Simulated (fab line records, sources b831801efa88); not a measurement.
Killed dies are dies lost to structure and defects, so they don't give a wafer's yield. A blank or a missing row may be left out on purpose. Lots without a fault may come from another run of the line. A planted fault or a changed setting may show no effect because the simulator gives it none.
fab line records | flow sfq_line
record lots=5 wafers=15 last_day=87
route steps=325 shown L0@5 L0V@16
lots that met no fault: from a run of the same line without faults
start_h: hours from the record's first day to the start of the lot's first wafer shown | wait_h: hours since the lot's step before | " the same as in the row above | L1.1+2: a row that stands for several wafers | - no value, or no start given | * or withheld: withheld | < > ~ a bound
route shown NAME@n: a module of which the file shows steps, and the number in the route of the first | usual: mean/standard deviation of fault-free wafers | same: alike in all rows | chamber/n: place in a boat | sites: the reading at each site | _std_site: their standard deviation | _edge_site: outer sites' mean less inner sites' | radius_mm: how far each site lies from the wafer's centre | mask NAME#n: copy n | behind: the tool/chamber that last shaped the wafer | hold: why the lot was held/for how many hours/how that ended | device: the transistor (n, p or np) that didn't switch | end of line: the same wafers' tests at the end of the route | a step without rows: its recipe alone | killed: dies lost to structure and defects at the first sort, not the wafer's yield | map: a wafer's dies, x killed, . not, _ none there
set.NAME: the setting as run; set.NAME@STEP: as run at that earlier step | model.NAME: the simulator's own value behind a step, which no gauge read
lots at some steps of the route; a table a step, a row a wafer
services: from which hour (start_h, from the record's first day; less than 0 if before it) a tool's chamber was out of use, for how many hours, and why
## steps
# step SFQ_L0_THK_MEAS_902
# recipe thk_meas_gauge=xrf reads=MoNx_KI_of_TRILAYER_L0_DEP_SPUTTER_003
# usual L0_MONX_KI_THK=40.4/0.48
# columns lot.wafer tool chamber start_h wait_h L0_MONX_KI_THK[nm]
L885.2 film_metro-02 - 17.69 0.1 40.4
L885.4 " - " " 40.6
L885.6 " - " " 40.5
L889.1 film_metro-03 - 37.68 0.1 40.3
L889.4 " - " " 41.7
L889.6 " - " " 41.3
L892.2 film_metro-02 - 52.69 0.1 40.5
L892.4 " - " " 40.0
L892.6 " - " " 39.8
L897.4 film_metro-02 - 77.71 0.1 40.9
L897.5 " - " " 40.3
L897.6 " - " " 40.9
L905.1 film_metro-03 - 117.68 0.1 39.9
L905.4 " - " " 39.9
L905.5 " - " " 40.7
# step SFQ_TRILAYER_L0_LITHO_COAT_010
# recipe resist=BARC spin_rpm=3000 resist_thk_nm=62
# step SFQ_TRILAYER_L0_LITHO_COAT_005
# recipe resist=KrF spin_rpm=3000 resist_thk_nm=600
# step SFQ_TRILAYER_L0_LITHO_SOFTBAKE_009
# recipe temp_c=withheld time_s=withheld resist=KrF
# step SFQ_TRILAYER_L0_LITHO_EXPOSE_006
# recipe mask_id=L0 na=0.6 source_shape=conventional sigma_outer=0.65 target_cd_nm=2000 dose_mj=14.4
# step SFQ_TRILAYER_L0_LITHO_PEB_008
# recipe peb_temp_c=115 peb_time_s=60 resist=KrF
# step SFQ_TRILAYER_L0_LITHO_DEVELOP_007
# recipe time_s=60 resist=KrF
# step SFQ_TRILAYER_L0_BARC_OPEN_METAL_ETCH_010
# recipe mask_material=PR chemistry=O2 target_depth_nm=125 target=BARC icp_w=600 bias_w=80 pressure_mtorr=10 time_s=41.7
# usual drypump_motor_current_A=5.90/0.29 oes_product_au=0.684/0.0045
# columns lot.wafer tool chamber start_h wait_h drypump_motor_current_A oes_product_au rf_hours_counter_h
L885.2 rie_metal-01 0 89.91 0.1 5.59 0.681 105
L885.4 " 1 " " 5.61 0.686 -
L885.6 " 0 " " 5.58 0.687 -
L889.1 rie_metal-04 0 112.21 0.1 5.79 0.679 35
L889.4 " 0 " " 5.79 0.683 -
L889.6 " 0 " " 5.79 0.681 -
L892.2 rie_metal-01 0 128.85 0.1 5.59 0.679 112
L892.4 " 0 " " 5.60 0.685 -
L892.6 " 1 " " 5.60 0.680 -
L897.4 rie_metal-01 1 150.47 0.1 5.60 0.685 -
L897.5 " 0 " " 5.58 0.683 -
L897.6 " 1 " " 5.59 0.689 -
L905.1 rie_metal-03 0 207.77 0.1 6.48 0.685 104
L905.4 " 0 " " 6.45 0.687 -
L905.5 " 0 " " 6.47 0.684 -
# step SFQ_TRILAYER_L0_ETCH_METAL_ETCH_008
# recipe target=MoNx_KI stop_on=SiO2 mask_material=PR chemistry=SF6/O2 target_depth_nm=50 icp_w=600 bias_w=80 pressure_mtorr=10 time_s=25
# usual drypump_motor_current_A=5.90/0.29 oes_product_au=0.875/0.0073
# columns lot.wafer tool chamber start_h wait_h drypump_motor_current_A oes_product_au rf_hours_counter_h
L885.2 rie_metal-01 0 89.97 0.0 5.60 0.878 105
L885.4 " 1 " " 5.64 0.882 -
L885.6 " 0 " " 5.59 0.884 -
L889.1 rie_metal-04 0 112.27 0.0 5.77 0.881 35
L889.4 " 0 " " 5.77 0.893 -
L889.6 " 0 " " 5.79 0.890 -
L892.2 rie_metal-01 0 128.91 0.0 5.59 0.875 112
L892.4 " 0 " " 5.58 0.870 -
L892.6 " 1 " " 5.60 0.877 -
L897.4 rie_metal-01 1 150.53 0.0 5.61 0.894 -
L897.5 " 0 " " 5.58 0.873 -
L897.6 " 1 " " 5.62 0.887 -
L905.1 rie_metal-03 0 207.83 0.0 6.44 0.872 104
L905.4 " 0 " " 6.46 0.865 -
L905.5 " 0 " " 6.40 0.877 -
# step SFQ_TRILAYER_L0_STRIP_STRIP_009
# recipe gas=O2 power_w=200 platen_temp_c=40 overash_fraction=0.65 chemistry=O2 pressure_mtorr=50
# usual drypump_motor_current_A=5.90/0.29 oes_product_au=1.000/0.0075
# columns lot.wafer tool chamber start_h wait_h drypump_motor_current_A oes_product_au rf_hours_counter_h
L885.2 rie_metal-01 0 90.02 0.0 5.58 0.997 105
L885.4 " 1 " " 5.61 1.007 -
L885.6 " 0 " " 5.59 0.996 -
L889.1 rie_metal-04 0 112.32 0.0 5.79 0.990 35
L889.4 " 0 " " 5.80 0.994 -
L889.6 " 0 " " 5.81 0.997 -
L892.2 rie_metal-01 0 128.96 0.0 5.59 1.005 112
L892.4 " 0 " " 5.57 0.997 -
L892.6 " 1 " " 5.62 1.004 -
L897.4 rie_metal-01 1 150.76 0.2 5.61 1.012 -
L897.5 " 0 " " 5.59 1.004 -
L897.6 " 1 " " 5.59 1.007 -
L905.1 rie_metal-03 0 207.87 0.0 6.48 1.006 104
L905.4 " 0 " " 6.47 0.999 -
L905.5 " 0 " " 6.43 1.006 -
# step SFQ_TRILAYER_L0_STRIP_SOLV_CLEAN_010
# recipe chemistry=NMP temp_c=70 time_s=600
# step SFQ_TRILAYER_L0_CAP_PECVD_011
# recipe material=SiO2 temp_c=150 time_s=13.333 pressure_torr=2.4 rf_w=183.3 precursor=SiH4/N2O target_thk_nm=60
# usual heater_power_w=77/12 throttle_valve_pct=26.4/2.7
# columns lot.wafer tool chamber start_h wait_h heater_power_w throttle_valve_pct
L885.2 pecvd-03 2 90.79 0.0 65 31.5
L885.4 " 0 " " 93 29.2
L885.6 " 1 " " 74 25.8
L889.1 pecvd-01 1 113.09 0.0 90 24.3
L889.4 " 2 " " 77 24.0
L889.6 " 1 " " 90 24.3
L892.2 pecvd-01 2 129.73 0.0 73 24.2
L892.4 " 2 " " 73 24.1
L892.6 " 0 " " 93 25.1
L897.4 pecvd-01 2 151.38 0.0 74 24.3
L897.5 " 1 " " 77 24.3
L897.6 " 0 " " 99 25.1
L905.1 pecvd-02 0 208.66 0.0 80 22.0
L905.4 " 2 " " 82 22.7
L905.5 " 1 " " 56 24.0
# step SFQ_TRILAYER_L0_VIA_LITHO_COAT_018
# recipe resist=BARC spin_rpm=3000 resist_thk_nm=62
# columns lot.wafer tool chamber start_h wait_h model.BARC_of_TRILAYER_L0_VIA_LITHO_COAT_018.thk_nm
L885.2 litho_track-01 0 90.87 0.1 61.94
L885.4 " 0 " " 61.9
L885.6 " 0 " " 61.85
L889.1 litho_track-02 0 113.13 0.0 62.49
L889.4 " 0 " " 62.3
L889.6 " 0 " " 62.02
L892.2 litho_track-02 0 129.81 0.1 61.9
L892.4 " 0 " " 62.1
L892.6 " 0 " " 64.6
L897.4 litho_track-03 0 151.54 0.1 62.01
L897.5 " 0 " " 61.97
L897.6 " 0 " " 61.8
L905.1 litho_track-01 0 208.69 0.0 62.13
L905.4 " 0 " " 62.23
L905.5 " 0 " " 62.04
# step SFQ_TRILAYER_L0_VIA_LITHO_COAT_013
# recipe resist=KrF spin_rpm=3000 resist_thk_nm=650
# step SFQ_TRILAYER_L0_VIA_LITHO_SOFTBAKE_017
# recipe temp_c=withheld time_s=withheld resist=KrF
# step SFQ_TRILAYER_L0_VIA_LITHO_EXPOSE_014
# recipe mask_id=L0V na=0.6 source_shape=conventional sigma_outer=0.65 target_cd_nm=700 dose_mj=21.3
# step SFQ_TRILAYER_L0_VIA_LITHO_PEB_016
# recipe peb_temp_c=115 peb_time_s=60 resist=KrF
# step SFQ_TRILAYER_L0_VIA_LITHO_DEVELOP_015
# recipe time_s=60 resist=KrF
# step SFQ_L0V_OVL_MEAS_903
# usual L0V_OVL=-2/4.3
# columns lot.wafer tool chamber start_h wait_h L0V_OVL[nm]
L885.2 overlay-01 - 165.85 0.1 5
L885.4 " - " " 2
L885.6 " - " " 4
L889.1 overlay-02 - 202.97 0.1 -3
L889.4 " - " " 2
L889.6 " - " " -3
L892.2 overlay-01 - 229.29 0.1 6
L892.4 " - " " 5
L892.6 " - " " 7
L897.4 overlay-02 - 258.10 0.1 -5
L897.5 " - " " -1
L897.6 " - " " -3
L905.1 overlay-01 - 317.78 0.1 -4
L905.4 " - " " -2
L905.5 " - " " -8
# step SFQ_TRILAYER_L0_VIA_BARC_OPEN_VIA_ETCH_021
# recipe mask_material=PR chemistry=O2 target_depth_nm=125 target=BARC source_w=500 bias_w=80 pressure_mtorr=30 time_s=41.7
# usual drypump_motor_current_A=5.9/0.71 oes_product_au=0.685/0.0045
# columns lot.wafer tool chamber start_h wait_h drypump_motor_current_A oes_product_au rf_hours_counter_h model.etch.depth_nm
L885.2 rie_diel-01 1 165.88 0.0 4.8 0.692 5 61.94
L885.4 " 2 " " 6.7 0.689 24 61.9
L885.6 " 2 " " 6.7 0.696 - 61.85
L889.1 rie_diel-03 1 203.00 0.0 6.6 0.686 7 62.49
L889.4 " 3 " " 5.9 0.687 13 62.3
L889.6 " 0 " " 6.3 0.690 - 62.02
L892.2 rie_diel-01 0 229.32 0.0 5.3 0.686 0 61.9
L892.4 " 3 " " 6.8 0.690 99 62.1
L892.6 " 3 " " 6.8 0.691 - 64.6
L897.4 rie_diel-01 1 258.12 0.0 4.8 0.690 6 62.01
L897.5 " 1 " " 4.8 0.682 - 61.97
L897.6 " 0 " " 5.3 0.682 - 61.8
L905.1 rie_diel-04 3 317.82 0.0 6.6 0.689 125 62.13
L905.4 " 2 " " 5.5 0.686 29 62.23
L905.5 " 1 " " 5.3 0.678 - 62.04
# step SFQ_TRILAYER_L0_VIA_ETCH_VIA_ETCH_016
# recipe target=SiO2 stop_on=MoNx_KI mask_material=PR chemistry=CHF3 target_depth_nm=80 source_w=500 bias_w=80 pressure_mtorr=30 time_s=withheld
# usual drypump_motor_current_A=5.9/0.71 oes_product_au=0.840/0.007
# columns lot.wafer tool chamber start_h wait_h drypump_motor_current_A oes_product_au
L885.2 rie_diel-01 1 165.92 0.0 4.8 0.838
L885.4 " 2 " " 6.7 0.835
L885.6 " 2 " " 6.7 0.844
L889.1 rie_diel-03 1 203.04 0.0 6.5 0.825
L889.4 " 3 " " 5.9 0.829
L889.6 " 0 " " 6.3 0.850
L892.2 rie_diel-01 0 229.36 0.0 5.3 0.828
L892.4 " 3 " " 6.8 0.837
L892.6 " 3 " " 6.8 0.838
L897.4 rie_diel-01 1 258.16 0.0 4.8 0.840
L897.5 " 1 " " 4.8 0.838
L897.6 " 0 " " 5.3 0.838
L905.1 rie_diel-04 3 317.86 0.0 6.6 0.849
L905.4 " 2 " " 5.5 0.855
L905.5 " 1 " " 5.3 0.845
## services
# columns tool chamber start_h hours kind
rie_diel-01 1 77.48 4.2 repair
pecvd-02 0 100.14 23.4 repair
rie_diel-01 1 119.96 6.1 repair
pecvd-03 - 131.25 0.2 repair
pecvd-02 2 155.67 5.4 repair
pecvd-03 - 166.69 2.8 pm
rie_diel-01 - 171.86 0.2 repair
pecvd-03 2 176.88 2.5 repair
rie_diel-01 1 183.59 4.4 repair
rie_diel-03 0 188.74 10.0 repair
rie_diel-03 - 190.31 0.8 repair
rie_diel-01 2 198.07 2.2 repair
rie_diel-04 2 198.97 4.1 repair
pecvd-01 - 243.56 8.5 repair
rie_metal-03 - 243.90 2.8 pm
rie_metal-04 - 245.40 15.6 pm
rie_metal-01 - 247.88 2.8 pm
rie_diel-04 1 251.40 3.4 repair
rie_diel-03 3 251.75 8.8 repair
rie_diel-03 2 259.11 8.9 repair
rie_diel-01 - 274.37 2.5 repair
rie_diel-04 2 296.02 5.6 repair
rie_diel-03 0 306.40 2.3 repair
rie_diel-01 0 311.68 10.5 repair
## key
first_sign none at tools or gauges
model_effect step=SFQ_TRILAYER_L0_VIA_LITHO_COAT_018 value=BARC_of_TRILAYER_L0_VIA_LITHO_COAT_018.thk_nm without=61.96 struck=64.6
model_effect step=SFQ_TRILAYER_L0_VIA_BARC_OPEN_VIA_ETCH_021 value=etch.depth_nm without=61.96 struck=64.6
met_at SFQ_TRILAYER_L0_VIA_LITHO_COAT_018
struck_wafers L892.6
onset_between 113.13 129.81
fault kind=process_parameter_drift tool=litho_track-02 chamber=- onset_h=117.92 steps=SFQ_TRILAYER_L0_VIA_LITHO_COAT_018 channel=resist_thk_nm offset=2.6484 shape=step end_h=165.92 scope=struck_wafers_only acts_in=these_recipes_only stated=62
